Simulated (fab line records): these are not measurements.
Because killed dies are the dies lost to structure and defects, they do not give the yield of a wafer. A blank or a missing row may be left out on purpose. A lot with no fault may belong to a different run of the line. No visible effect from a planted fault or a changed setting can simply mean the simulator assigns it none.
A struck lot beside a sound one :: flow sky130 :: 43 steps out of a route of 708
Sound: the wafers L303.1, L303.5, L303.6. Struck: wafer L310.6. (L310.4, L310.5 of the same lot were not struck and are left out.) The cause comes at the end.
At each step with rows: each side's tool, then ch and its chambers, then its first start. Under that, the readings that differ: sound wafers :: struck wafers :: difference of the means :: sigmas: that difference in standard deviations of wafers without a fault.
alike: readings with means less than 2 such deviations apart, plus words and numbers identical on both sides. not compared: withheld readings, readings lacking a value on some wafer, bounds such as >300 that could conceal the same value, and numbers that have no deviation in the record and whose values overlap.
Wherever a step has rows on one side only, a row that says differs or no value, or a row with sigmas, the two part there. Numbers that have no deviation but don't overlap get no sigmas and don't part them. Lack of a reading on every wafer of one side parts them only where that side has two or more wafers.

first, 6 steps without rows for these wafers: SKY_VIA4_HMDS_05 (prime time 60 s); SKY_VIA4_COAT_06 (resist thk 1140 nm); SKY_VIA4_SOFTBAKE_07 (time 60 s); SKY_VIA4_EXPOSE_08 (exposes mask VIM4, target cd 800 nm); SKY_VIA4_PEB_09; SKY_VIA4_DEVELOP_10 (develop time 60 s).
SKY_VIA4_OVL_MEAS_11:
  sound on overlay-01, day 43 05:29; struck on overlay-02, day 45 05:29
  alike: VIA4_OVL
then, 5 steps without rows for these wafers: SKY_VIA4_ETCH_12 (etches SiO2 in C4F8/O2/Ar, stops on TiN, target depth 580 nm); SKY_VIA4_STRIP_13 (strips in O2/N2); SKY_VIA4_STRIP_14 (strips in post etch residue remover, time 1200 s); SKY_VIA4_CLEAN_15 (cleans in IPA, time 180 s); SKY_VIA4_CLEAN_16 (cleans in O3/DIW).
SKY_VIA4_SPUTTER_17: material TiN, target thk 20 nm, time 80 s.
  sound on pvd_sputter-04, day 43 06:13; struck on pvd_sputter-01, day 45 06:10
  alike: throttle_valve_pct
SKY_VIA4_CVD_18: deposits W, target thk 505 nm, time 152.14 s.
  sound on cvd_w-01 ch 0,1, day 43 06:16; struck on cvd_w-02 ch 1, day 45 06:16
  alike: heater_power_w
SKY_VIA4_RS_MEAS_19: measurement is done with a four-point probe.
  sound on film_metro-03, day 43 06:25; struck on film_metro-02, day 45 06:26
  alike: VIA4_W_RS
SKY_VIA4_THK_MEAS_20: measures by xrf.
  sound on film_metro-03, day 43 06:32; struck on film_metro-02, day 45 06:32
  alike: VIA4_W_THK
SKY_VIA4_CMP_21: polishes, stops on SiO2, t overpolish 25 s, target thk 0 nm.
  sound on cmp-01 ch 1,2, day 43 06:39; struck on cmp-01 ch 1, day 45 06:43
reading: overpolish_run_s (s)
sound: 25.000 25.004 25.019
struck: 24.989
difference: -0.019
sigmas: -2
  alike: motor_current_A, time_to_endpoint_s
SKY_METAL5_SPUTTER_00: material Ti, target thk 15 nm, time 10 s.
  sound on pvd_sputter-04, day 43 06:54; struck on pvd_sputter-04, day 45 06:52
  alike: throttle_valve_pct
SKY_METAL5_SPUTTER_01: material TiN, target thk 20 nm, time 16.7 s.
  sound on pvd_sputter-04, day 43 06:55; struck on pvd_sputter-04, day 45 06:53
  alike: throttle_valve_pct
SKY_METAL5_SPUTTER_02: material AlCu, target thk 1150 nm, time 61.2 s.
  sound on pvd_sputter-04, day 43 06:57; struck on pvd_sputter-04, day 45 06:54
  alike: throttle_valve_pct
then, 2 steps without rows for these wafers: SKY_METAL5_SPUTTER_03 (material Ti, target thk 5 nm, time 3.3 s); SKY_METAL5_SPUTTER_04 (material TiN, target thk 70 nm, time 58.3 s).
SKY_METAL5_RS_MEAS_05: measurement is done with a four-point probe.
  sound on film_metro-02, day 43 07:04; struck on film_metro-04, day 45 07:05
  alike: METAL5_ALCU_RS
SKY_METAL5_THK_MEAS_06: measures by xrf.
  sound on film_metro-02, day 43 07:11; struck on film_metro-04, day 45 07:10
  alike: METAL5_ALCU_THK
then, 14 steps without rows for these wafers: SKY_METAL5_DEHYDRATE_07 (time 60 s); SKY_METAL5_HMDS_08 (prime time 60 s); SKY_METAL5_COAT_09 (resist thk 1800 nm); SKY_METAL5_SOFTBAKE_10 (time 60 s); SKY_METAL5_EXPOSE_11 (exposes mask MM5, target cd 1600 nm); SKY_METAL5_PEB_12; SKY_METAL5_DEVELOP_13 (develop time 60 s); SKY_METAL5_DESCUM_14 (chemistry O2, time 11 s); SKY_METAL5_METAL_ETCH_15 (etches the open film in Cl2/BCl3, stops on SiO2, target depth 1260 nm, time 252 s); SKY_METAL5_STRIP_16 (strips in O2/N2); SKY_METAL5_STRIP_17 (strips in post etch residue remover, time 1200 s); SKY_METAL5_CLEAN_18 (cleans in IPA, time 180 s); SKY_METAL5_CLEAN_19 (cleans in O3/DIW); SKY_PASSIVATION_CVD_00 (deposits SiO2, target thk 90 nm).
SKY_PASSIVATION_THK_MEAS_01:
  sound on film_metro-04, day 44 06:29; struck on film_metro-01, day 46 04:41
  alike: PASSIVATION_CVD_00_THK
then, 1 step without rows for these wafers: SKY_PASSIVATION_CVD_02 (deposits Si3N4, target thk 540 nm).
SKY_PASSIVATION_THK_MEAS_03:
  sound on film_metro-01, day 44 06:46; struck on film_metro-03, day 46 04:58
  alike: PASSIVATION_CVD_02_THK
then, 1 step without rows for these wafers: SKY_PASSIVATION_DEHYDRATE_04 (time 60 s).
SKY_PAD_OPEN_PROBE_99:
  sound on prober-02, day 46 04:08; struck on prober-01, day 47 23:18
reading: defect_limited_yield (%)
sound: 83.1 86.8 87.0
struck: 80.3
difference: -5.3
sigmas: -2

reading: killed_at_M4_up
sound: 1 4 2
struck: 48
difference: +46
sigmas: +25

reading: killed_dies
sound: 83 65 64
struck: 97
difference: +26
sigmas: +2

reading: sort_bin_5_function (%)
sound: 11.2 6.9 8.9
struck: 13.6
difference: +4.6
sigmas: +3

reading: sort_n_pass
sound: 409 427 428
struck: 395
difference: -26
sigmas: -2

reading: sort_yield_pct (%)
sound: 83.1 86.8 87.0
struck: 80.3
difference: -5.3
sigmas: -2

reading: model.etest.tester.sort_n_pass
sound: 409 427 428
struck: 395
difference: -26
sigmas: 

reading: model.etest.tester.sort_yield_pct (%)
sound: 83.13 86.79 86.99
struck: 80.28
difference: -5.36
sigmas: 

reading: model.etest.tester.sort_bin_5_pct (%)
sound: 11.18 6.911 8.943
struck: 13.62
difference: +4.61
sigmas: 

reading: model.etest.tester.sort_bin_3_pct (%)
sound: 0.2033 1.22 0.4065
struck: 1.423
difference: +0.813
sigmas: 
  alike: killed_at_M0_to_M3, killed_at_contacts, killed_at_front_end, killed_at_other, killed_open, killed_short, sort_bin_3_pad_short, sort_bin_6_memory

WHERE THEY PART
Earliest at SKY_VIA4_CMP_21; latest, in this record, at SKY_PAD_OPEN_PROBE_99.

WHY: what the simulator had put in
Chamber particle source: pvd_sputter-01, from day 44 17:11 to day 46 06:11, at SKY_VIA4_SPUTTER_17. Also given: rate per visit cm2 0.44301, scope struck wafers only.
